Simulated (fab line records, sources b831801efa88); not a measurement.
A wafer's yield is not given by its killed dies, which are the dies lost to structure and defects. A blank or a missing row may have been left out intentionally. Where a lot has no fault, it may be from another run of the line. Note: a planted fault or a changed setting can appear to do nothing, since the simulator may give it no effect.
Which of the tools did it? -- flow gf180mcu -- 24 lots, 72 wafers sampled, at 5 steps of a route of 602

== WHAT THE GAUGES READ, wafer by wafer ==
GF_V1_THK_MEAS_03.
lot,measured,on,V1_CVD_02_THK (nm)
L074,day 17 13:51,filmMetro-02,845 853 860
L075,day 17 20:19,filmMetro-03,859 858 866
L076,day 18 01:29,filmMetro-02,858 854 874
L077,day 18 22:13,filmMetro-04,825 820 829
L078,day 19 07:42,filmMetro-02,834 832 851
L079,day 19 19:52,filmMetro-02,831 848 862
L080,day 20 04:59,filmMetro-04,825 841 845
L081,day 20 17:16,filmMetro-04,841 841 851
L082,day 20 17:17,filmMetro-03,833 860 851
L083,day 20 23:50,filmMetro-02,839 853 858
L084,day 21 17:53,filmMetro-02,848 835 850
L085,day 21 21:08,filmMetro-03,839 827 850
L086,day 22 07:01,filmMetro-04,848 850 865
L087,day 22 14:21,filmMetro-02,848 848 860
L088,day 23 00:10,filmMetro-02,845 833 872
L089,day 23 06:28,filmMetro-02,838 850 844
L090,day 24 02:39,filmMetro-02,844 858 852
L091,day 24 02:54,filmMetro-04,837 846 853
L092,day 24 06:12,filmMetro-04,855 858 870
L093,day 24 12:20,filmMetro-02,851 852 858
L094,day 24 21:28,filmMetro-04,831 839 856
L095,day 25 04:20,filmMetro-04,830 845 843
L096,day 26 01:23,filmMetro-02,852 850 844
L097,day 26 03:00,filmMetro-04,858 856 871

GF_M2_RS_MEAS_05: the measuring method here is four-point-probe.
lot,measured,on,M2_ALCU_RS (ohm/sq)
L074,day 18 15:31,filmMetro-04,0.0685 0.0695 0.0692
L075,day 18 22:29,filmMetro-04,0.0696 0.0697 0.0690
L076,day 19 03:51,filmMetro-03,0.0688 0.0686 0.0695
L077,day 20 00:00,filmMetro-01,0.0694 0.0697 0.0701
L078,day 20 10:49,filmMetro-03,0.0682 0.0694 0.0690
L079,day 20 22:41,filmMetro-01,0.0689 0.0692 0.0692
L080,day 21 07:34,filmMetro-03,0.0687 0.0691 0.0695
L081,day 21 20:13,filmMetro-04,0.0693 0.0685 0.0691
L082,day 21 20:24,filmMetro-03,0.0694 0.0691 0.0701
L083,day 22 02:10,filmMetro-04,0.0683 0.0682 0.0690
L084,day 22 18:52,filmMetro-04,0.0693 0.0686 0.0695
L085,day 22 23:31,filmMetro-01,0.0686 0.0692 0.0691
L086,day 23 08:23,filmMetro-01,0.0689 0.0689 0.0680
L087,day 23 15:26,filmMetro-04,0.0685 0.0693 0.0693
L088,day 24 00:53,filmMetro-03,0.0689 0.0704 0.0697
L089,day 24 07:07,filmMetro-03,0.0696 0.0701 0.0699
L090,day 25 02:59,filmMetro-04,0.0690 0.0697 0.0685
L091,day 25 03:52,filmMetro-03,0.0682 0.0681 0.0683
L092,day 25 07:10,filmMetro-03,0.0687 0.0688 0.0688
L093,day 25 12:08,filmMetro-01,0.0694 0.0689 0.0688
L094,day 25 23:59,filmMetro-03,0.0687 0.0679 0.0680
L095,day 26 05:25,filmMetro-04,0.0688 0.0686 0.0687
L096,day 27 00:43,filmMetro-03,0.0695 0.0695 0.0687
L097,day 27 02:16,filmMetro-01,0.0695 0.0694 0.0698

GF_M4_RS_MEAS_05: the measuring method here is four-point-probe.
lot,measured,on,M4_ALCU_RS (ohm/sq)
L074,day 22 21:22,filmMetro-01,0.0692 0.0691 0.0690
L075,day 23 04:16,filmMetro-04,0.0686 0.0692 0.0686
L076,day 23 10:44,filmMetro-04,0.0691 0.0687 0.0691
L077,day 24 04:38,filmMetro-04,0.0706 0.0710 0.0706
L078,day 25 03:14,filmMetro-04,0.0694 0.0689 0.0696
L079,day 25 05:20,filmMetro-03,0.0691 0.0702 0.0691
L080,day 25 08:28,filmMetro-04,0.0684 0.0694 0.0692
L081,day 25 19:53,filmMetro-01,0.0692 0.0697 0.0693
L082,day 25 23:13,filmMetro-03,0.0694 0.0689 0.0689
L083,day 26 01:08,filmMetro-03,0.0695 0.0699 0.0698
L084,day 27 01:32,filmMetro-04,0.0701 0.0695 0.0695
L085,day 27 01:53,filmMetro-03,0.0690 0.0700 0.0693
L086,day 27 08:04,filmMetro-04,0.0700 0.0687 0.0688
L087,day 27 10:23,filmMetro-04,0.0697 0.0694 0.0698
L088,day 27 21:05,filmMetro-03,0.0699 0.0702 0.0696
L089,day 28 03:37,filmMetro-04,0.0702 0.0707 0.0707
L090,day 28 19:32,filmMetro-03,0.0702 0.0701 0.0707
L091,day 28 21:28,filmMetro-04,0.0688 0.0683 0.0685
L092,day 28 23:58,filmMetro-01,0.0705 0.0697 0.0705
L093,day 29 04:34,filmMetro-04,0.0703 0.0706 0.0713
L094,day 29 15:05,filmMetro-01,0.0686 0.0684 0.0688
L095,day 29 20:14,filmMetro-01,0.0701 0.0707 0.0702
L096,day 30 13:43,filmMetro-01,0.0690 0.0691 0.0693
L097,day 30 15:50,filmMetro-01,0.0688 0.0686 0.0683

== EACH LOT AND THE TOOL THAT RAN IT (in order: tool; ch and the chambers of the sampled wafers; start) ==
lot,GF_M2_SPUTTER_01,GF_M2_SPUTTER_04
L074,"pvdSputter-04, day 18 15:24","pvdSputter-04, day 18 15:29"
L075,"pvdSputter-04, day 18 22:20","pvdSputter-04, day 18 22:25"
L076,"pvdSputter-04, day 19 03:44","pvdSputter-04, day 19 03:49"
L077,"pvdSputter-03, day 19 23:52","pvdSputter-03, day 19 23:58"
L078,"pvdSputter-02, day 20 10:41","pvdSputter-02, day 20 10:46"
L079,"pvdSputter-03, day 20 22:34","pvdSputter-03, day 20 22:39"
L080,"pvdSputter-04, day 21 07:25","pvdSputter-04, day 21 07:29"
L081,"pvdSputter-02, day 21 20:05","pvdSputter-02, day 21 20:10"
L082,"pvdSputter-03, day 21 20:17","pvdSputter-03, day 21 20:22"
L083,"pvdSputter-04, day 22 02:00","pvdSputter-04, day 22 02:05"
L084,"pvdSputter-02, day 22 18:44","pvdSputter-02, day 22 18:49"
L085,"pvdSputter-03, day 22 23:24","pvdSputter-03, day 22 23:29"
L086,"pvdSputter-04, day 23 08:16","pvdSputter-04, day 23 08:20"
L087,"pvdSputter-04, day 23 15:17","pvdSputter-04, day 23 15:22"
L088,"pvdSputter-02, day 24 00:44","pvdSputter-02, day 24 00:49"
L089,"pvdSputter-02, day 24 06:59","pvdSputter-02, day 24 07:04"
L090,"pvdSputter-04, day 25 02:49","pvdSputter-04, day 25 02:54"
L091,"pvdSputter-02, day 25 03:43","pvdSputter-02, day 25 03:48"
L092,"pvdSputter-04, day 25 07:01","pvdSputter-04, day 25 07:06"
L093,"pvdSputter-02, day 25 12:01","pvdSputter-02, day 25 12:05"
L094,"pvdSputter-04, day 25 23:50","pvdSputter-04, day 25 23:55"
L095,"pvdSputter-04, day 26 05:16","pvdSputter-04, day 26 05:21"
L096,"pvdSputter-03, day 27 00:35","pvdSputter-03, day 27 00:40"
L097,"pvdSputter-02, day 27 02:07","pvdSputter-02, day 27 02:12"
- GF_M2_SPUTTER_01: material TiN, target thk 30 nm, time 25 s.
- GF_M2_SPUTTER_04: material TiN, target thk 50 nm, time 41.7 s.

== AS READ BY THE TOOLS THEMSELVES (means over the sampled wafers that have a number; for cases with no such wafer, the mark the record gives instead) ==
GF_M2_SPUTTER_01.
lot,tool,throttleValvePct (%)
L074,pvdSputter-04,31.8
L075,pvdSputter-04,31.4
L076,pvdSputter-04,30.7
L077,pvdSputter-03,30.5
L078,pvdSputter-02,29.6
L079,pvdSputter-03,30.9
L080,pvdSputter-04,31.1
L081,pvdSputter-02,29.7
L082,pvdSputter-03,30.7
L083,pvdSputter-04,31.5
L084,pvdSputter-02,29.8
L085,pvdSputter-03,30.9
L086,pvdSputter-04,31.6
L087,pvdSputter-04,30.2
L088,pvdSputter-02,29.0
L089,pvdSputter-02,29.6
L090,pvdSputter-04,30.6
L091,pvdSputter-02,29.5
L092,pvdSputter-04,30.1
L093,pvdSputter-02,29.6
L094,pvdSputter-04,30.6
L095,pvdSputter-04,30.3
L096,pvdSputter-03,30.9
L097,pvdSputter-02,30.0

GF_M2_SPUTTER_04.
lot,tool,throttleValvePct (%)
L074,pvdSputter-04,32.0
L075,pvdSputter-04,31.5
L076,pvdSputter-04,30.6
L077,pvdSputter-03,30.3
L078,pvdSputter-02,29.7
L079,pvdSputter-03,30.8
L080,pvdSputter-04,31.0
L081,pvdSputter-02,29.8
L082,pvdSputter-03,30.8
L083,pvdSputter-04,31.6
L084,pvdSputter-02,29.7
L085,pvdSputter-03,30.9
L086,pvdSputter-04,31.5
L087,pvdSputter-04,30.2
L088,pvdSputter-02,29.2
L089,pvdSputter-02,29.6
L090,pvdSputter-04,30.7
L091,pvdSputter-02,29.7
L092,pvdSputter-04,30.0
L093,pvdSputter-02,29.4
L094,pvdSputter-04,30.7
L095,pvdSputter-04,30.4
L096,pvdSputter-03,30.8
L097,pvdSputter-02,30.0

== THE ANSWER, worked out from the rows above alone ==
Rule: the lots themselves supply what counts as usual. Put in order of their means at a reading, lots are off if they are a third of the lots or fewer, leave a main group of 4 or more, and stand apart from it by a gap of 3 or more times the standard deviation of the main group's means; of several such gaps the widest counts. If all means in a main group match to the digits the tables above print for the reading, that group is not used. A lot without any number at a reading at which 4 lots or more have one is off too. Any other lot the step has rows for is counted as sound. The gauges are gone through in route order, then the tools' own readings, and for those a lot's mean is taken as printed above. At the first step where some lot is off, the reading lying furthest off is the one used; lots without a number count as furthest.
None of the lots is off at any reading shown; this tells nothing.

== WHAT THE SIMULATOR HAD PUT IN ==
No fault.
